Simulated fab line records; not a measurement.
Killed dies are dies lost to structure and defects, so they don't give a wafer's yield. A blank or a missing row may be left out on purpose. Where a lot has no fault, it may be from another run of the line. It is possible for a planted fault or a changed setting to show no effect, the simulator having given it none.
Problem report, 8D (eight disciplines) form, completed by code + flow sky130 + the parts of the form that need people (team, actions taken, sign-off) are left out

1. WHAT IS WRONG
Wafers free of any fault read -0.2 nm (standard deviation 1.3) for VT_ADJUST_NCORE_OVL at SKY_VT_ADJUST_NCORE_OVL_MEAS_08, against a mean of 193.4 nm on 9 wafers of 3 lots. So: +99 or more standard deviations from the usual mean.
The first sign was on wafer L376.1 at day 11 06:11, on overlay-02. Wafers with a number at this step in the record: 36, from 12 lots. Rule for "out" (also "out of limits"): further than 4 standard deviations from the usual mean. Any other wafer with a number is counted as sound.

2. WHAT THIS IS AND IS NOT
| question                    | is                     | is not                                                                                       |
|-----------------------------|------------------------|----------------------------------------------------------------------------------------------|
| which readings at this step | VT_ADJUST_NCORE_OVL    | -                                                                                            |
| which lots                  | L376, L381, L382       | L367, L369, L374, L375, L379, L380, L383, L385, L388                                         |
| which wafers of those lots  | all that have a number | -                                                                                            |
| read on which gauges        | overlay-01, overlay-02 | -                                                                                            |
| when                        | from day 11 06:11      | up to then (12 sound wafers); but 15 sound wafers of L379, L380, L383, L385, L388 came after |

3. THE SUSPECTS, EACH WITH WHAT RULES IT OUT
Counting: a tool stays on the suspect list if, at a process step up to the reading, it processed all lots that are out and no sound lot following the first of them.
- the gauge at SKY_VT_ADJUST_NCORE_OVL_MEAS_08 is ruled out. The wafers that are out were read on 2 gauges (overlay-01, overlay-02).
- iline stepper-02 at SKY_VT_ADJUST_NCORE_EXPOSE_04 (exposes mask LVTN COMPLEMENT THIN, target cd 380 nm): kept. All lots that are out passed through it, beginning with L376 at day 10 18:56, and no sound lot followed; its final sound lot before that point was L375 at day 10 13:19.
After counting, what remains is iline stepper-02 at SKY_VT_ADJUST_NCORE_EXPOSE_04.

4. THE CAUSE (what the simulator had put in)
Scanner matching overlay: iline stepper-02, from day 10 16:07 on, at SKY_VT_ADJUST_NCORE_EXPOSE_04. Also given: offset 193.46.
This tool alone remained once counting was done.

5. THE EFFECT CHAIN, in route order
Rows list readings where the struck wafers' mean (over those with a number) sits beyond 3 standard deviations from the usual. Only readings whose record carries a usual standard deviation are examined. hours: median over the lots of the time between each lot's start at the first step of this table that gives one and its start at this step. sigmas: the change, counted in usual standard deviations.
| hours | step                            | reading             | usual   | on struck wafers | change | sigmas      |
|-------|---------------------------------|---------------------|---------|------------------|--------|-------------|
| 0     | SKY_VT_ADJUST_NCORE_OVL_MEAS_08 | VT_ADJUST_NCORE_OVL | -0.2 nm | 193.4            | +193.6 | +99 or more |
At these later measuring or inspecting steps, every struck wafer for which the step has a row has a number for every such reading, and none has moved that far: SKY_VT_ADJUST_PCH_OVL_MEAS_07.

6. HOW IT WOULD HAVE BEEN CAUGHT EARLIER
Counted from the fault's start at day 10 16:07, it took 14 hours until the first out-of-limits reading at a measuring or inspecting step in this record, taken at day 11 06:11.
Of the tool readings at SKY_VT_ADJUST_NCORE_EXPOSE_04 for which the record gives a usual standard deviation, none was out on any struck wafer, so an alarm limit of 4 standard deviations on them would not have fired.
Of the lots that are out (3), L381, L382 began SKY_VT_ADJUST_NCORE_EXPOSE_04 on iline stepper-02 after day 11 06:11. A hold on the tool at that time would have spared those 2.
